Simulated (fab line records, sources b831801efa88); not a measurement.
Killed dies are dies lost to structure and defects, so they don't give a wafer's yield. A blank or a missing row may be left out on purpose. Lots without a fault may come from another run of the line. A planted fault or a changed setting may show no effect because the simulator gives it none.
fab line records | flow sky130 | part 1 of 2: steps 1 to 28 of 40
record lots=5 wafers=15 last_day=49
route steps=708 shown METAL5@661 PASSIVATION@681 PAD_OPEN@694
lots that met no fault: from a run of the same line without faults
start_h: hours from the record's first day to the start of the lot's first wafer shown | wait_h: hours since the lot's step before | " the same as in the row above | L1.1+2: a row that stands for several wafers | - no value, or no start given | * or withheld: withheld | < > ~ a bound
route shown NAME@n: a module of which the file shows steps, and the number in the route of the first | usual: mean/standard deviation of fault-free wafers | same: alike in all rows | chamber/n: place in a boat | sites: the reading at each site | _std_site: their standard deviation | _edge_site: outer sites' mean less inner sites' | radius_mm: how far each site lies from the wafer's centre | mask NAME#n: copy n | behind: the tool/chamber that last shaped the wafer | hold: why the lot was held/for how many hours/how that ended | device: the transistor (n, p or np) that didn't switch | end of line: the same wafers' tests at the end of the route | a step without rows: its recipe alone | killed: dies lost to structure and defects at the first sort, not the wafer's yield | map: a wafer's dies, x killed, . not, _ none there
set.NAME: the setting as run; set.NAME@STEP: as run at that earlier step | model.NAME: the simulator's own value behind a step, which no gauge read
lots at some steps of the route; a table a step, a row a wafer
services: from which hour (start_h, from the record's first day; less than 0 if before it) a tool's chamber was out of use, for how many hours, and why
## steps
# step SKY_METAL5_SPUTTER_00
# recipe material=Ti target_thk_nm=15 power_w=3000 time_s=10 chamber_pressure_pa=0.4
# usual throttle_valve_pct=30.5/0.94
# columns lot.wafer tool chamber start_h wait_h throttle_valve_pct
L075.1 pvd_sputter-01 - 1015.03 0.1 29.4
L075.3 " - " " 31.2
L075.6 " - " " 30.7
L079.2 pvd_sputter-04 - 1050.43 0.1 31.5
L079.5 " - " " 31.4
L079.6 " - " " 31.2
L083.1 pvd_sputter-01 - 1067.86 0.1 29.2
L083.3 " - " " 31.1
L083.5 " - " " 29.2
L088.2 pvd_sputter-04 - 1100.06 0.2 30.7
L088.4 " - " " 31.2
L088.5 " - " " 31.5
L092.3 pvd_sputter-03 - 1128.17 0.2 32.9
L092.5 " - " " 32.2
L092.6 " - " " 29.8
# step SKY_METAL5_SPUTTER_01
# recipe material=TiN target_thk_nm=20 power_w=6500 time_s=16.7 chamber_pressure_pa=0.4
# usual throttle_valve_pct=30.5/0.97
# columns lot.wafer tool chamber start_h wait_h throttle_valve_pct
L075.1 pvd_sputter-01 - 1015.05 0.0 29.0
L075.3 " - " " 31.5
L075.6 " - " " 30.7
L079.2 pvd_sputter-04 - 1050.46 0.0 31.6
L079.5 " - " " 31.2
L079.6 " - " " 31.3
L083.1 pvd_sputter-01 - 1067.88 0.0 29.4
L083.3 " - " " 31.0
L083.5 " - " " 29.3
L088.2 pvd_sputter-04 - 1100.08 0.0 30.9
L088.4 " - " " 31.3
L088.5 " - " " 31.1
L092.3 pvd_sputter-03 - 1128.19 0.0 33.0
L092.5 " - " " 32.2
L092.6 " - " " 29.5
# step SKY_METAL5_SPUTTER_02
# recipe material=AlCu target_thk_nm=1150 power_w=10600 time_s=61.2 chamber_pressure_pa=0.4
# usual throttle_valve_pct=30.5/0.94
# columns lot.wafer tool chamber start_h wait_h throttle_valve_pct
L075.1 pvd_sputter-01 - 1015.08 0.0 29.3
L075.3 " - " " 31.0
L075.6 " - " " 30.7
L079.2 pvd_sputter-04 - 1050.48 0.0 31.3
L079.5 " - " " 31.2
L079.6 " - " " 31.4
L083.1 pvd_sputter-01 - 1067.91 0.0 29.1
L083.3 " - " " 31.3
L083.5 " - " " 29.1
L088.2 pvd_sputter-04 - 1100.10 0.0 30.9
L088.4 " - " " 31.2
L088.5 " - " " 31.5
L092.3 pvd_sputter-03 - 1128.22 0.0 32.8
L092.5 " - " " 32.1
L092.6 " - " " 29.4
# step SKY_METAL5_SPUTTER_03
# recipe material=Ti target_thk_nm=5 power_w=3039 time_s=3.3 chamber_pressure_pa=0.4
# usual throttle_valve_pct=30.5/0.93
# columns lot.wafer tool chamber start_h wait_h throttle_valve_pct
L075.1 pvd_sputter-01 - 1015.13 0.0 29.2
L075.3 " - " " 31.3
L075.6 " - " " 30.7
L079.2 pvd_sputter-04 - 1050.53 0.0 31.5
L079.5 " - " " 31.3
L079.6 " - " " 31.3
L083.1 pvd_sputter-01 - 1067.96 0.0 29.3
L083.3 " - " " 31.3
L083.5 " - " " 29.2
L088.2 pvd_sputter-04 - 1100.15 0.0 30.8
L088.4 " - " " 31.0
L088.5 " - " " 31.3
L092.3 pvd_sputter-03 - 1128.27 0.0 32.8
L092.5 " - " " 31.8
L092.6 " - " " 29.5
# step SKY_METAL5_SPUTTER_04
# recipe material=TiN target_thk_nm=70 power_w=6500 time_s=58.3 chamber_pressure_pa=0.4
# usual throttle_valve_pct=30.5/0.94
# columns lot.wafer tool chamber start_h wait_h throttle_valve_pct
L075.1 pvd_sputter-01 - 1015.15 0.0 29.2
L075.3 " - " " 31.0
L075.6 " - " " 30.5
L079.2 pvd_sputter-04 - 1050.55 0.0 31.3
L079.5 " - " " 31.1
L079.6 " - " " 31.4
L083.1 pvd_sputter-01 - 1067.98 0.0 29.2
L083.3 " - " " 31.4
L083.5 " - " " 29.3
L088.2 pvd_sputter-04 - 1100.17 0.0 30.8
L088.4 " - " " 31.3
L088.5 " - " " 31.4
L092.3 pvd_sputter-03 - 1128.29 0.0 32.8
L092.5 " - " " 32.0
L092.6 " - " " 29.5
# step SKY_METAL5_RS_MEAS_05
# recipe thk_meas_gauge=four-point-probe reads=TiN_of_METAL5_SPUTTER_04+Ti_of_METAL5_SPUTTER_03+AlCu_of_METAL5_SPUTTER_02+TiN_of_METAL5_SPUTTER_01+Ti_of_METAL5_SPUTTER_00
# usual METAL5_ALCU_RS=0.02711/0.0003
# columns lot.wafer tool chamber start_h wait_h METAL5_ALCU_RS[ohm/sq]
L075.1 film_metro-01 - 1015.19 0.0 0.02691
L075.3 " - " " 0.02702
L075.6 " - " " 0.02707
L079.2 film_metro-01 - 1050.62 0.0 0.02728
L079.5 " - " " 0.02737
L079.6 " - " " 0.02744
L083.1 film_metro-03 - 1068.03 0.0 0.02721
L083.3 " - " " 0.02682
L083.5 " - " " 0.02687
L088.2 film_metro-03 - 1100.24 0.0 0.02721
L088.4 " - " " 0.02731
L088.5 " - " " 0.0274
L092.3 film_metro-03 - 1128.38 0.1 0.02774
L092.5 " - " " 0.02707
L092.6 " - " " 0.02749
# step SKY_METAL5_THK_MEAS_06
# recipe thk_meas_gauge=xrf reads=AlCu_of_METAL5_SPUTTER_02
# usual METAL5_ALCU_THK=1126/16
# columns lot.wafer tool chamber start_h wait_h METAL5_ALCU_THK[nm]
L075.1 film_metro-01 - 1015.31 0.1 1124
L075.3 " - " " 1131
L075.6 " - " " 1129
L079.2 film_metro-01 - 1050.73 0.1 1107
L079.5 " - " " 1111
L079.6 " - " " 1106
L083.1 film_metro-03 - 1068.15 0.1 1128
L083.3 " - " " 1136
L083.5 " - " " 1144
L088.2 film_metro-03 - 1100.35 0.1 1128
L088.4 " - " " 1120
L088.5 " - " " 1114
L092.3 film_metro-03 - 1128.48 0.1 1105
L092.5 " - " " 1140
L092.6 " - " " 1108
# step SKY_METAL5_DEHYDRATE_07
# recipe temp_c=200 time_s=60
# columns lot.wafer tool chamber start_h wait_h
L075.1+3+6 litho_track-02 0 1026.24 10.9
L079.2+5+6 litho_track-01 0 1060.62 9.9
L083.1+3+5 litho_track-02 0 1077.74 9.6
L088.2+4+5 litho_track-02 0 1109.86 9.5
L092.3+5+6 litho_track-04 0 1137.44 9.0
# step SKY_METAL5_HMDS_08
# recipe prime_time_s=60 prime_temp_c=120
# usual prime_temp_c=120.04/0.13
# columns lot.wafer tool chamber start_h wait_h prime_temp_c
L075.1 litho_track-02 0 1026.39 0.1 119.94
L075.3 " 0 " " 120.07
L075.6 " 0 " " 119.81
L079.2 litho_track-01 0 1060.77 0.1 120.19
L079.5 " 0 " " 120.16
L079.6 " 0 " " 120.08
L083.1 litho_track-02 0 1077.89 0.1 119.95
L083.3 " 0 " " 119.92
L083.5 " 0 " " 119.86
L088.2 litho_track-02 0 1110.01 0.1 120.06
L088.4 " 0 " " 119.90
L088.5 " 0 " " 119.91
L092.3 litho_track-04 0 1137.59 0.1 120.01
L092.5 " 0 " " 120.16
L092.6 " 0 " " 120.05
# step SKY_METAL5_COAT_09
# recipe resist=NOVOLAK spin_rpm=3000 resist_thk_nm=1800
# usual dispense_pressure_kPa=50.4/2.4
# columns lot.wafer tool chamber start_h wait_h dispense_pressure_kPa
L075.1 litho_track-02 0 1026.54 0.1 49.4
L075.3 " 0 " " 49.4
L075.6 " 0 " " 49.4
L079.2 litho_track-01 0 1060.92 0.1 53.7
L079.5 " 0 " " 53.7
L079.6 " 0 " " 53.7
L083.1 litho_track-02 0 1078.04 0.1 49.4
L083.3 " 0 " " 49.5
L083.5 " 0 " " 49.5
L088.2 litho_track-02 0 1110.16 0.1 49.5
L088.4 " 0 " " 49.5
L088.5 " 0 " " 49.5
L092.3 litho_track-04 0 1137.74 0.1 48.0
L092.5 " 0 " " 48.0
L092.6 " 0 " " 47.9
# step SKY_METAL5_SOFTBAKE_10
# recipe temp_c=90 time_s=58.65 resist=NOVOLAK
# columns lot.wafer tool chamber start_h wait_h
L075.1+3+6 litho_track-02 0 1026.69 0.1
L079.2+5+6 litho_track-01 0 1061.07 0.1
L083.1+3+5 litho_track-02 0 1078.19 0.1
L088.2+4+5 litho_track-02 0 1110.31 0.1
L092.3+5+6 litho_track-04 0 1137.89 0.1
# step SKY_METAL5_EXPOSE_11
# recipe mask_id=MM5 na=0.6 source_shape=conventional sigma_outer=0.6 polarization=unpolarized target_cd_nm=1600 dose_mj=190
# same sigma_outer=0.6
# columns lot.wafer tool chamber start_h wait_h mask
L075.1+3+6 iline_stepper-02 0 - - MM5#0
L079.2+5+6 iline_stepper-02 0 - - MM5#0
L083.1+3+5 iline_stepper-02 0 - - MM5#0
L088.2+4+5 iline_stepper-01 0 - - MM5#0
L092.3+5+6 iline_stepper-01 0 - - MM5#0
# step SKY_METAL5_PEB_12
# recipe temp_c=withheld time_s=* resist=NOVOLAK
# columns lot.wafer tool chamber start_h wait_h
L075.1+3+6 litho_track-04 0 - -
L079.2+5+6 litho_track-01 0 - -
L083.1+3+5 litho_track-04 0 - -
L088.2+4+5 litho_track-01 0 - -
L092.3+5+6 litho_track-04 0 - -
# step SKY_METAL5_DEVELOP_13
# recipe resist=NOVOLAK developer=TMAH develop_time_s=60 dev_temp_c=23
# columns lot.wafer tool chamber start_h wait_h
L075.1+3+6 litho_track-04 0 1037.63 0.1
L079.2+5+6 litho_track-01 0 1071.57 0.1
L083.1+3+5 litho_track-04 0 1088.44 0.1
L088.2+4+5 litho_track-01 0 1120.67 0.1
L092.3+5+6 litho_track-04 0 1146.69 0.1
# step SKY_METAL5_DESCUM_14
# recipe chemistry=O2 source_power_w=150 bias_power_w=0 pressure_mtorr=10 temp_c=40 time_s=11
# usual drypump_motor_current_A=5.4/0.36 he_backside_leak_sccm=3.27/0.27 oes_product_au=1.008/0.016
# columns lot.wafer tool chamber start_h wait_h drypump_motor_current_A he_backside_leak_sccm oes_product_au rf_hours_counter_h
L075.1 rie_metal-03 0 1037.78 0.1 5.7 3.23 1.013 16
L075.3 " 1 " " 4.8 3.26 0.990 -
L075.6 " 0 " " 5.7 3.26 1.012 -
L079.2 rie_metal-03 1 1071.69 0.1 4.7 3.31 1.008 20
L079.5 " 1 " " 4.8 3.48 0.994 -
L079.6 " 0 " " 5.7 3.15 1.015 -
L083.1 rie_metal-01 1 1088.59 0.1 5.7 3.61 1.018 17
L083.3 " 1 " " 5.7 3.32 1.013 -
L083.5 " 1 " " 5.7 3.48 1.011 -
L088.2 rie_metal-01 0 1120.79 0.1 5.1 3.06 0.995 0
L088.4 " 0 " " 5.1 3.06 1.001 -
L088.5 " 0 " " 5.1 3.15 0.998 -
L092.3 rie_metal-03 1 1146.80 0.1 4.8 3.35 0.983 -
L092.5 " 1 " " 4.8 3.39 0.979 -
L092.6 " 0 " " 5.7 3.29 1.031 -
# step SKY_METAL5_METAL_ETCH_15
# recipe target_depth_a=12600 stop_on=SiO2 over_etch_frac=0.2 time_s=252 chemistry=Cl2/BCl3 resist_sidewall_deg=86 pressure_mtorr=10 icp_w=900 bias_w=48.5 Cl2_flow_sccm=60 bcl3_flow_sccm=30
# usual drypump_motor_current_A=5.4/0.37 he_backside_leak_sccm=3.24/0.16 oes_product_au=0.894/0.0053 throttle_valve_pct=22.263/0.0089
# columns lot.wafer tool chamber start_h wait_h drypump_motor_current_A he_backside_leak_sccm oes_product_au rf_hours_counter_h throttle_valve_pct
L075.1 rie_metal-03 0 1037.82 0.0 5.7 3.33 0.897 16 22.260
L075.3 " 1 " " 4.8 3.24 0.900 - 22.250
L075.6 " 0 " " 5.7 3.19 0.890 - 22.277
L079.2 rie_metal-03 1 1071.72 0.0 4.8 3.33 0.887 20 22.287
L079.5 " 1 " " 4.8 3.38 0.906 - 22.256
L079.6 " 0 " " 5.7 3.22 0.895 - 22.267
L083.1 rie_metal-01 1 1088.62 0.0 5.6 3.21 0.889 17 22.258
L083.3 " 1 " " 5.6 3.26 0.889 - 22.276
L083.5 " 1 " " 5.6 3.31 0.888 - 22.269
L088.2 rie_metal-01 0 1120.84 0.0 5.1 3.06 0.893 0 22.255
L088.4 " 0 " " 5.1 2.99 0.889 - 22.268
L088.5 " 0 " " 5.1 3.15 0.896 - 22.267
L092.3 rie_metal-03 1 1146.90 0.1 4.8 3.29 0.895 - 22.272
L092.5 " 1 " " 4.8 3.31 0.902 - 22.254
L092.6 " 0 " " 5.7 3.22 0.885 - 22.261
# step SKY_METAL5_STRIP_16
# recipe chemistry=O2/N2 power_w=1400 pressure_mtorr=1500 platen_temp_c=withheld o2_flow_sccm=3000 n2_flow_sccm=300 overash_fraction=0.5
# usual drypump_motor_current_A=5.8/0.38 n2_flow_sccm=299.9/0.89 oes_product_au=0.710/0.0044 strip_time_to_endpoint_s=12.98/0.18
# columns lot.wafer tool chamber start_h wait_h drypump_motor_current_A n2_flow_sccm oes_product_au rf_hours_counter_h strip_time_to_endpoint_s
L075.1 plasma_asher-01 0 1038.05 0.2 5.2 299.0 0.714 129 12.91
L075.3 " 0 " " 5.3 299.4 0.715 - 13.25
L075.6 " 1 " " 5.4 300.1 0.711 - 12.90
L079.2 plasma_asher-04 0 1071.96 0.2 6.2 299.0 0.704 27 13.23
L079.5 " 0 " " 6.2 298.6 0.705 - 13.23
L079.6 " 1 " " 6.3 301.0 0.711 - 12.86
L083.1 plasma_asher-02 1 1088.85 0.2 5.6 298.5 0.707 85 12.80
L083.3 " 0 " " 5.6 300.5 0.711 - 12.82
L083.5 " 0 " " 5.5 299.3 0.710 - 12.83
L088.2 plasma_asher-01 0 1121.15 0.2 5.3 299.7 0.706 6 13.19
L088.4 " 0 " " 5.3 300.5 0.707 - 13.17
L088.5 " 0 " " 5.3 299.9 0.724 - 13.11
L092.3 plasma_asher-04 0 1147.09 0.1 6.2 301.2 0.714 - 13.34
L092.5 " 1 " " 6.3 299.2 0.717 - 13.25
L092.6 " 0 " " 6.2 300.4 0.715 - 12.79
# step SKY_METAL5_STRIP_17
# recipe chemistry=post_etch_residue_remover time_s=1200 temp_c=72.5
# columns lot.wafer tool chamber start_h wait_h
L075.1+3+6 wet_bench-02 2 1038.15 0.1
L079.2+5+6 wet_bench-01 2 1072.06 0.1
L083.1+3+5 wet_bench-01 3 1088.95 0.1
L088.2+4+5 wet_bench-01 0 1121.25 0.1
L092.3+5+6 wet_bench-01 0 1147.19 0.1
# step SKY_METAL5_CLEAN_18
# recipe chemistry=IPA time_s=180 temp_c=25
# columns lot.wafer tool chamber start_h wait_h
L075.1+3+6 wet_bench-03 2 1038.53 0.0
L079.2+5+6 wet_bench-02 3 1072.40 0.0
L083.1+3+5 wet_bench-02 3 1089.33 0.0
L088.2+4+5 wet_bench-02 3 1121.59 0.0
L092.3+5+6 wet_bench-03 3 1147.56 0.0
# step SKY_METAL5_CLEAN_19
# recipe chemistry=O3/DIW dry=n2_spin
# columns lot.wafer tool chamber start_h wait_h
L075.1+3+6 wet_bench-01 2 1038.58 0.0
L079.2+5+6 wet_bench-01 3 1072.46 0.0
L083.1+3+5 wet_bench-01 3 1089.39 0.0
L088.2+4+5 wet_bench-03 1 1121.66 0.0
L092.3+5+6 wet_bench-02 3 1147.62 0.0
# step SKY_PASSIVATION_CVD_00
# recipe material=SiO2 target_thk_nm=90 temp_c=400 time_s=withheld rf_w=600
# usual heater_power_w=705/130
# columns lot.wafer tool chamber start_h wait_h heater_power_w
L075.1 pecvd-04 1 1038.68 0.0 650
L075.3 " 0 " " 638
L075.6 " 2 " " 957
L079.2 pecvd-04 1 1072.55 0.0 582
L079.5 " 1 " " 582
L079.6 " 0 " " 559
L083.1 pecvd-04 1 1089.49 0.0 628
L083.3 " 0 " " 517
L083.5 " 2 " " 936
L088.2 pecvd-04 0 1121.75 0.0 617
L088.4 " 2 " " 922
L088.5 " 1 " " 575
L092.3 pecvd-04 2 1147.71 0.0 979
L092.5 " 0 " " 527
L092.6 " 1 " " 647
# step SKY_PASSIVATION_THK_MEAS_01
# recipe reads=SiO2_of_PASSIVATION_CVD_00
# usual PASSIVATION_CVD_00_THK=89.6/1.2
# columns lot.wafer tool chamber start_h wait_h PASSIVATION_CVD_00_THK[nm]
L075.1 film_metro-02 - 1038.70 - 88.7
L075.3 " - " " 89.4
L075.6 " - " " 90.2
L079.2 film_metro-02 - 1072.58 - 88.6
L079.5 " - " " 90.1
L079.6 " - " " 90.7
L083.1 film_metro-02 - 1089.51 - 89.0
L083.3 " - " " 89.4
L083.5 " - " " 89.4
L088.2 film_metro-03 - 1121.78 - 87.6
L088.4 " - " " 89.7
L088.5 " - " " 89.9
L092.3 film_metro-02 - 1147.75 - 87.8
L092.5 " - " " 90.0
L092.6 " - " " 90.3
# step SKY_PASSIVATION_CVD_02
# recipe material=Si3N4 target_thk_nm=540 temp_c=400 time_s=withheld rf_w=450
# usual heater_power_w=749/120
# columns lot.wafer tool chamber start_h wait_h heater_power_w
L075.1 pecvd-03 2 1038.76 0.1 633
L075.3 " 0 " " 607
L075.6 " 2 " " 659
L079.2 pecvd-02 1 1072.63 0.0 817
L079.5 " 2 " " 761
L079.6 " 1 " " 686
L083.1 pecvd-03 0 1089.57 0.1 713
L083.3 " 2 " " 707
L083.5 " 0 " " 760
L088.2 pecvd-02 2 1121.83 0.0 653
L088.4 " 1 " " 841
L088.5 " 2 " " 670
L092.3 pecvd-03 1 1147.79 0.0 655
L092.5 " 0 " " 755
L092.6 " 2 " " 635
# step SKY_PASSIVATION_THK_MEAS_03
# recipe reads=Si3N4_of_PASSIVATION_CVD_02
# usual PASSIVATION_CVD_02_THK=542/9
# columns lot.wafer tool chamber start_h wait_h PASSIVATION_CVD_02_THK[nm]
L075.1 film_metro-03 - 1038.98 - 539
L075.3 " - " " 537
L075.6 " - " " 543
L079.2 film_metro-03 - 1072.98 - 545
L079.5 " - " " 563
L079.6 " - " " 562
L083.1 film_metro-03 - 1089.79 - 535
L083.3 " - " " 540
L083.5 " - " " 541
L088.2 film_metro-03 - 1122.06 - 557
L088.4 " - " " 559
L088.5 " - " " 557
L092.3 film_metro-03 - 1148.04 - 540
L092.5 " - " " 540
L092.6 " - " " 548
# step SKY_PASSIVATION_DEHYDRATE_04
# recipe temp_c=200 time_s=60
# columns lot.wafer tool chamber start_h wait_h
L075.1+3+6 litho_track-04 0 1049.79 10.8
L079.2+5+6 litho_track-04 0 1082.81 9.8
L083.1+3+5 litho_track-03 0 1099.75 10.0
L088.2+4+5 litho_track-03 0 1130.68 8.6
L092.3+5+6 litho_track-04 0 1156.09 8.0
# step SKY_PASSIVATION_HMDS_05
# recipe prime_time_s=60 prime_temp_c=120
# usual prime_temp_c=119.99/0.13
# columns lot.wafer tool chamber start_h wait_h prime_temp_c
L075.1 litho_track-04 0 1049.94 0.1 120.18
L075.3 " 0 " " 120.07
L075.6 " 0 " " 120.07
L079.2 litho_track-04 0 1082.96 0.1 119.86
L079.5 " 0 " " 119.84
L079.6 " 0 " " 120.04
L083.1 litho_track-03 0 1099.90 0.1 120.32
L083.3 " 0 " " 120.10
L083.5 " 0 " " 119.87
L088.2 litho_track-03 0 1130.83 0.1 120.06
L088.4 " 0 " " 120.04
L088.5 " 0 " " 120.08
L092.3 litho_track-04 0 1156.24 0.1 120.02
L092.5 " 0 " " 119.70
L092.6 " 0 " " 120.02
# step SKY_PASSIVATION_COAT_06
# recipe spin_rpm=2000 resist_thk_nm=3000
# usual dispense_pressure_kPa=49.4/1.3
# columns lot.wafer tool chamber start_h wait_h dispense_pressure_kPa
L075.1 litho_track-04 0 1050.09 0.1 48.0
L075.3 " 0 " " 48.0
L075.6 " 0 " " 47.9
L079.2 litho_track-04 0 1083.11 0.1 48.0
L079.5 " 0 " " 48.0
L079.6 " 0 " " 48.0
L083.1 litho_track-03 0 1100.05 0.1 51.0
L083.3 " 0 " " 51.0
L083.5 " 0 " " 51.0
L088.2 litho_track-03 0 1130.98 0.1 51.0
L088.4 " 0 " " 51.0
L088.5 " 0 " " 51.0
L092.3 litho_track-04 0 1156.39 0.1 48.0
L092.5 " 0 " " 48.0
L092.6 " 0 " " 48.0
# step SKY_PASSIVATION_SOFTBAKE_07
# recipe temp_c=110 time_s=withheld
# columns lot.wafer tool chamber start_h wait_h
L075.1+3+6 litho_track-04 0 1050.24 0.1
L079.2+5+6 litho_track-04 0 1083.27 0.1
L083.1+3+5 litho_track-03 0 1100.20 0.1
L088.2+4+5 litho_track-03 0 1131.14 0.1
L092.3+5+6 litho_track-04 0 1156.55 0.1
